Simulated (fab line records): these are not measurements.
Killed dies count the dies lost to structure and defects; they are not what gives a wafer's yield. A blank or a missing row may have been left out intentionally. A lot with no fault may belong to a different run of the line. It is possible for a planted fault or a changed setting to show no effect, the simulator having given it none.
fab line records	flow sky130
record: lots: 6	wafers: 18	lastDay: 50
route steps=708 shown LDD_N@240 PAD_OPEN@708
lots with no fault: from the same line, run without faults
startH: start of the lot's first displayed wafer, in hours after the record's first day	waitH: how many hours have passed since the lot's step before this one	" same as the row above	L1.1+2: one row covering several wafers at once	- either no value or no given start	* or withheld: withheld	< > ~ a bound
route shown NAME@n: a module of which the file shows steps, and the number in the route of the first	usual: average and standard deviation across the fault-free wafers	same: alike in all rows	chamber/n: place in a boat	sites: readings site by site	_std_site: standard deviation across them	_edge_site: outer sites' mean less inner sites'	radiusMm: for every site, how far away it sits from the centre of the wafer	mask NAME#n: copy n	behind: the tool/chamber that last shaped the wafer	hold: reason for holding the lot/hours on hold/outcome of the hold	device: transistor that didn't switch, given as n, p or np	end of line: at the end of the route, the tests of the same wafers	a step without rows: its recipe alone	killed: dies lost to structure and defects at the first sort, not the wafer's yield	map: shows each die of a wafer: x if killed, . if not, _ if none is there
set.NAME: the setting the step ran with; set.NAME@STEP: the setting that earlier step ran with	model.NAME: the simulator's own value behind a step, which no gauge read
lots at some steps of the route; a table a step, a row a wafer
services: from which hour (startH, from the record's first day; less than 0 if before it) a tool's chamber was out of use, for how many hours, and why
== steps ==
step: SKY_LDD_N_SOFTBAKE_03
recipe: tempC: 90	timeS: 60	resist: NOVOLAK
step: SKY_LDD_N_EXPOSE_04
recipe: maskId: NTM	targetCdNm: 840	na: 0.6	sourceShape: conventional	sigmaOuter: 0.6	doseMj: 110
step: SKY_LDD_N_PEB_05
recipe: tempC: withheld	timeS: *	resist: NOVOLAK
step: SKY_LDD_N_DEVELOP_06
recipe: developTimeS: 60	devTempC: 23
step: SKY_LDD_N_OVL_MEAS_07
usual: LDD_N_OVL: 0.6/1.3
lot.wafer	tool	chamber	startH	waitH	LDD_N_OVL[nm]
L419.3	overlay-01	-	448.81	0.1	-1.5
L419.4	"	-	"	"	-1.4
L419.6	"	-	"	"	1.7
L420.1	overlay-01	-	463.21	0.1	0.3
L420.3	"	-	"	"	0.0
L420.4	"	-	"	"	-0.1
L427.1	overlay-02	-	522.05	0.1	1.2
L427.3	"	-	"	"	-1.1
L427.5	"	-	"	"	0.8
L436.1	overlay-01	-	582.40	0.1	0.3
L436.3	"	-	"	"	0.6
L436.5	"	-	"	"	0.9
L437.1	overlay-01	-	591.37	0.1	0.6
L437.4	"	-	"	"	0.5
L437.6	"	-	"	"	-0.5
L438.2	overlay-01	-	592.91	0.1	2.0
L438.4	"	-	"	"	0.5
L438.5	"	-	"	"	0.4
step: SKY_LDD_N_IMPLANT_08
recipe: species: As	energyKev: 20	doseCm2: 7.338e+13	tiltDeg: withheld	rotationDeg: 23
step: SKY_LDD_N_IMPLANT_09
recipe: species: As	energyKev: 20	doseCm2: 7.5e+13	tiltDeg: withheld	rotationDeg: 113
step: SKY_LDD_N_IMPLANT_10
recipe: species: As	energyKev: 20	doseCm2: 7.5e+13	tiltDeg: withheld	rotationDeg: 203
step: SKY_LDD_N_IMPLANT_11
recipe: species: As	energyKev: 20	doseCm2: 7.5e+13	tiltDeg: withheld	rotationDeg: 293
step: SKY_LDD_N_IMPLANT_12
recipe: species: BF2	energyKev: 50	doseCm2: 5e+12	tiltDeg: 30	rotationDeg: 0
step: SKY_LDD_N_IMPLANT_13
recipe: species: BF2	energyKev: 50	doseCm2: 5e+12	tiltDeg: 30	rotationDeg: 90
step: SKY_LDD_N_IMPLANT_14
recipe: species: BF2	energyKev: 50	doseCm2: 5e+12	tiltDeg: 30	rotationDeg: 180
step: SKY_LDD_N_IMPLANT_15
recipe: species: BF2	energyKev: 50	doseCm2: 5e+12	tiltDeg: 30	rotationDeg: 270
usual: beamOnS: 10.00/0.19	faradayCurrentUA: 28.2/0.54
lot.wafer	tool	chamber	startH	waitH	beamOnS	faradayCurrentUA
L419.3	implanter-02	0	449.94	0.1	9.99	28.3
L419.4	"	0	"	"	9.84	28.8
L419.6	"	0	"	"	9.98	28.3
L420.1	implanter-03	0	464.30	0.1	9.59	29.4
L420.3	"	0	"	"	10.12	27.9
L420.4	"	0	"	"	9.82	28.7
L427.1	implanter-04	0	523.14	0.1	9.89	28.5
L427.3	"	0	"	"	10.16	27.8
L427.5	"	0	"	"	9.97	28.2
L436.1	implanter-02	0	583.48	0.1	12.91	21.9
L436.3	"	0	"	"	12.82	22.0
L436.5	"	0	"	"	12.30	22.8
L437.1	implanter-02	0	592.45	0.1	12.79	22.1
L437.4	"	0	"	"	12.76	22.1
L437.6	"	0	"	"	12.78	22.0
L438.2	implanter-04	0	594.02	0.1	9.97	28.5
L438.4	"	0	"	"	9.67	29.1
L438.5	"	0	"	"	9.96	28.2
step: SKY_LDD_N_STRIP_16
recipe: chemistry: O2/N2	powerW: 1400	pressureMtorr: 1500	platenTempC: withheld	o2FlowSccm: 3000	n2FlowSccm: 300	overashFraction: 0.5
usual: drypumpMotorCurrentA: 5.7/0.42	oesProductAu: 0.407/0.0047	stripTimeToEndpointS: 4.302/0.015
lot.wafer	tool	chamber	startH	waitH	drypumpMotorCurrentA	oesProductAu	rfHoursCounterH	stripTimeToEndpointS
L419.3	plasmaAsher-01	1	450.07	0.1	5.6	0.406	-	4.296
L419.4	"	0	"	"	6.2	0.408	-	4.306
L419.6	"	0	"	"	6.1	0.415	-	4.315
L420.1	plasmaAsher-01	1	464.45	0.1	5.7	0.403	67	4.284
L420.3	"	0	"	"	6.2	0.404	-	4.283
L420.4	"	1	"	"	5.6	0.396	-	4.286
L427.1	plasmaAsher-04	0	523.29	0.1	6.3	0.408	9	4.289
L427.3	"	1	"	"	4.8	0.413	-	4.294
L427.5	"	0	"	"	6.2	0.413	-	4.312
L436.1	plasmaAsher-03	0	583.63	0.1	5.3	0.406	43	4.281
L436.3	"	0	"	"	5.3	0.402	-	4.284
L436.5	"	0	"	"	5.3	0.406	-	4.296
L437.1	plasmaAsher-01	1	592.60	0.1	5.6	0.410	80	4.289
L437.4	"	1	"	"	5.6	0.411	-	4.309
L437.6	"	0	"	"	6.2	0.409	-	4.276
L438.2	plasmaAsher-04	0	594.14	0.1	6.2	0.407	16	4.290
L438.4	"	0	"	"	6.2	0.405	-	4.310
L438.5	"	1	"	"	4.8	0.412	-	4.311
step: SKY_PAD_OPEN_PROBE_99
usual: killed_at_M0_to_M3: 43/7.1	killed_at_M4_up: 3.0/1.6	killedAtContacts: 24/5.3	killedAtFrontEnd: 16/4.1	killedAtOther: 0.5/0.82	killedDies: 86/9.4	killedOpen: 46/6.9	killedShort: 39/6.5
same: grossDies: 492	killedAtBackSide: 0
lot.wafer	tool	chamber	startH	waitH	killed_at_M0_to_M3	killed_at_M4_up	killedAtContacts	killedAtFrontEnd	killedAtOther	killedDies	killedOpen	killedShort	model.etest.nfet_01v8_turned.vtSatV
L419.3	prober-02	-	1108.53	0.2	49	4	21	14	5	93	47	42	0.6492
L419.4	prober-02	-	1108.58	0.2	38	4	24	16	2	84	40	42	0.6433
L419.6	prober-02	-	1108.68	0.2	33	3	26	19	2	83	52	29	0.6407
L420.1	prober-01	-	1114.76	0.1	36	3	17	20	1	77	38	38	0.6619
L420.3	prober-01	-	1114.86	0.2	42	4	15	10	1	72	34	36	0.6621
L420.4	prober-01	-	1114.91	0.2	53	4	21	10	1	89	50	38	0.6549
L427.1	prober-02	-	1150.57	0.1	40	2	38	13	0	93	52	40	0.6649
L427.3	prober-02	-	1150.67	0.2	42	3	24	14	0	83	51	28	0.658
L427.5	prober-02	-	1150.77	0.2	47	4	25	26	0	102	48	54	0.6564
L436.1	prober-02	-	1189.92	0.1	42	1	25	20	1	89	44	45	0.6877
L436.3	prober-02	-	1190.02	0.2	41	3	29	20	1	94	53	41	0.6845
L436.5	prober-02	-	1190.12	0.2	40	2	20	22	0	84	36	48	0.6912
L437.1	prober-02	-	1193.81	0.1	40	1	24	16	0	81	44	35	0.6667
L437.4	prober-02	-	1193.96	0.2	45	3	29	14	1	92	50	42	0.6678
L437.6	prober-02	-	1194.06	0.2	36	2	29	9	0	76	49	27	0.6785
L438.2	prober-01	-	1196.19	0.1	45	3	16	20	0	84	43	40	0.6631
L438.4	prober-01	-	1196.29	0.2	48	5	22	13	1	89	41	47	0.6591
L438.5	prober-01	-	1196.34	0.2	44	7	27	10	1	89	55	33	0.6528
killed by level:class
L419.3 VIA1:geometricParticle:open=10 VIA2:geometricParticle:open=9 CONTACT:geometricParticle:open=7 LI_CONTACT:geometricParticle:open=6 METAL1:geometricParticle:short=6 VIA3:geometricParticle:open=5 VIA3:geometricParticle:short=5 POLY_GATE:geometricParticle:short=4
L419.4 CONTACT:geometricParticle:open=10 VIA1:geometricParticle:open=9 VIA3:geometricParticle:open=7 LOCAL_INTERCONNECT:geometricParticle:short=5 VIA1:geometricParticle:short=5 VIA2:geometricParticle:short=5 LI_CONTACT:geometricParticle:open=4 FIELD_ISO:geometricParticle:short=3
L419.6 CONTACT:geometricParticle:open=10 LI_CONTACT:geometricParticle:open=9 VIA1:geometricParticle:open=7 VIA2:geometricParticle:open=6 METAL2:geometricParticle:short=4 VIA3:geometricParticle:open=4 FIELD_ISO:geometricParticle:open=3 POLY_GATE:geometricParticle:open=3
L420.1 CONTACT:geometricParticle:open=11 VIA1:geometricParticle:open=7 POLY_GATE:geometricParticle:short=5 METAL1:geometricParticle:short=5 VIA3:geometricParticle:open=5 POLY_GATE:geometricParticle:open=4 FIELD_ISO:geometricParticle:short=3 METAL1:geometricParticle:open=3
L420.3 VIA1:geometricParticle:open=12 VIA3:geometricParticle:short=6 VIA3:geometricParticle:open=6 LI_CONTACT:geometricParticle:open=5 METAL2:geometricParticle:short=4 METAL4:geometricParticle:short=4 FIELD_ISO:geometricParticle:open=3 CONTACT:geometricParticle:short=3
L420.4 CONTACT:geometricParticle:open=11 VIA1:geometricParticle:open=10 VIA3:geometricParticle:open=9 METAL2:geometricParticle:short=9 VIA3:geometricParticle:short=8 LI_CONTACT:geometricParticle:open=7 METAL1:geometricParticle:short=5 VIA1:geometricParticle:short=5
L427.1 CONTACT:geometricParticle:open=13 LI_CONTACT:geometricParticle:open=9 VIA1:geometricParticle:open=9 VIA2:geometricParticle:open=7 VIA1:geometricParticle:short=6 LOCAL_INTERCONNECT:geometricParticle:short=5 METAL2:geometricParticle:short=5 LI_CONTACT:geometricParticle:short=4
L427.3 CONTACT:geometricParticle:open=10 VIA1:geometricParticle:open=10 FIELD_ISO:geometricParticle:open=7 VIA3:geometricParticle:open=7 LI_CONTACT:geometricParticle:open=6 CONTACT:geometricParticle:short=6 VIA2:geometricParticle:open=6 METAL2:geometricParticle:short=5
L427.5 CONTACT:geometricParticle:short=9 VIA1:geometricParticle:open=9 VIA3:geometricParticle:open=8 METAL2:geometricParticle:short=7 POLY_GATE:geometricParticle:short=6 LI_CONTACT:geometricParticle:open=5 LOCAL_INTERCONNECT:geometricParticle:short=5 CONTACT:geometricParticle:open=5
L436.1 VIA1:geometricParticle:open=12 CONTACT:geometricParticle:open=9 POLY_GATE:geometricParticle:short=8 CONTACT:geometricParticle:short=7 VIA2:geometricParticle:open=7 FIELD_ISO:geometricParticle:short=5 LOCAL_INTERCONNECT:geometricParticle:short=4 METAL1:geometricParticle:short=4
L436.3 CONTACT:geometricParticle:open=11 VIA1:geometricParticle:open=9 METAL2:geometricParticle:short=7 FIELD_ISO:geometricParticle:open=6 POLY_GATE:geometricParticle:open=6 CONTACT:geometricParticle:short=6 VIA3:geometricParticle:open=6 LI_CONTACT:geometricParticle:open=5
L436.5 POLY_GATE:geometricParticle:short=10 CONTACT:geometricParticle:open=7 VIA2:geometricParticle:open=6 METAL2:geometricParticle:short=6 VIA1:geometricParticle:open=6 CONTACT:geometricParticle:short=5 VIA2:geometricParticle:short=5 FIELD_ISO:geometricParticle:short=4
L437.1 VIA2:geometricParticle:open=9 VIA1:geometricParticle:open=8 CONTACT:geometricParticle:open=7 VIA1:geometricParticle:short=7 VIA3:geometricParticle:open=7 CONTACT:geometricParticle:short=6 LOCAL_INTERCONNECT:geometricParticle:short=4 FIELD_ISO:geometricParticle:short=4
L437.4 CONTACT:geometricParticle:open=14 VIA1:geometricParticle:open=12 CONTACT:geometricParticle:short=7 METAL2:geometricParticle:short=7 FIELD_ISO:geometricParticle:open=6 METAL1:geometricParticle:short=6 VIA3:geometricParticle:open=5 VIA2:geometricParticle:open=4
L437.6 CONTACT:geometricParticle:open=14 VIA1:geometricParticle:open=7 VIA2:geometricParticle:open=7 VIA3:geometricParticle:open=5 LI_CONTACT:geometricParticle:open=5 POLY_GATE:geometricParticle:short=4 FIELD_ISO:geometricParticle:short=3 METAL1:geometricParticle:open=3
L438.2 FIELD_ISO:geometricParticle:open=9 VIA1:geometricParticle:open=9 CONTACT:geometricParticle:open=7 METAL2:geometricParticle:short=7 FIELD_ISO:geometricParticle:short=6 VIA3:geometricParticle:short=6 VIA3:geometricParticle:open=5 CONTACT:geometricParticle:short=4
L438.4 VIA1:geometricParticle:short=11 LI_CONTACT:geometricParticle:open=9 VIA1:geometricParticle:open=7 METAL2:geometricParticle:short=7 VIA2:geometricParticle:open=7 VIA3:geometricParticle:open=7 CONTACT:geometricParticle:open=5 FIELD_ISO:geometricParticle:open=4
L438.5 VIA1:geometricParticle:open=14 LI_CONTACT:geometricParticle:open=10 CONTACT:geometricParticle:open=10 METAL1:geometricParticle:short=7 METAL4:geometricParticle:short=7 VIA2:geometricParticle:open=6 METAL2:geometricParticle:short=5 FIELD_ISO:geometricParticle:open=3
== services ==
tool	chamber	startH	hours	kind
implanter-04	-	427.07	5.4	pm
plasmaAsher-04	0	430.25	-	clean
plasmaAsher-04	1	430.25	-	clean
implanter-04	-	432.50	3.7	repair
implanter-03	-	477.59	15.1	repair
plasmaAsher-03	-	503.19	2.9	repair
implanter-03	-	516.45	2.8	pm
plasmaAsher-04	-	523.43	1.3	repair
implanter-02	-	546.29	1.4	repair
implanter-02	-	570.28	3.7	pm
plasmaAsher-01	-	581.99	2.8	pm
implanter-03	-	591.04	3.4	repair
== key ==
firstSign: step: SKY_LDD_N_IMPLANT_15	reading: beamOnS	direction: up	sigmas: 14	usual: 10.00	struck: 12.73
effect: step: SKY_LDD_N_IMPLANT_15	reading: faradayCurrentUA	direction: down	sigmas: 11	usual: 28.2	struck: 22.2
modelEffect: step: SKY_PAD_OPEN_PROBE_99	value: etest.nfet_01v8_turned.vtSatV	without: 0.662	struck: 0.6794
metAt SKY_LDD_N_IMPLANT_15
struckWafers L436.1,L436.3,L436.5,L437.1,L437.4,L437.6
testerLeftOut L436,L437
onsetBetween 449.94 583.48
fault: kind: processParameterDrift	tool: implanter-02	chamber: -	onsetH: 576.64	steps: SKY_LDD_N_IMPLANT_15	channel: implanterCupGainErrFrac	offset: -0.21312	shape: step	endH: 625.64
testerLeftOut: of these lots the tester's yield and bins aren't shown, on N5 and GAA mostly nor the transistor test; their killed dies are dies lost to structure and defects alone, not to doping, threshold or leakage, so they don't give the yield
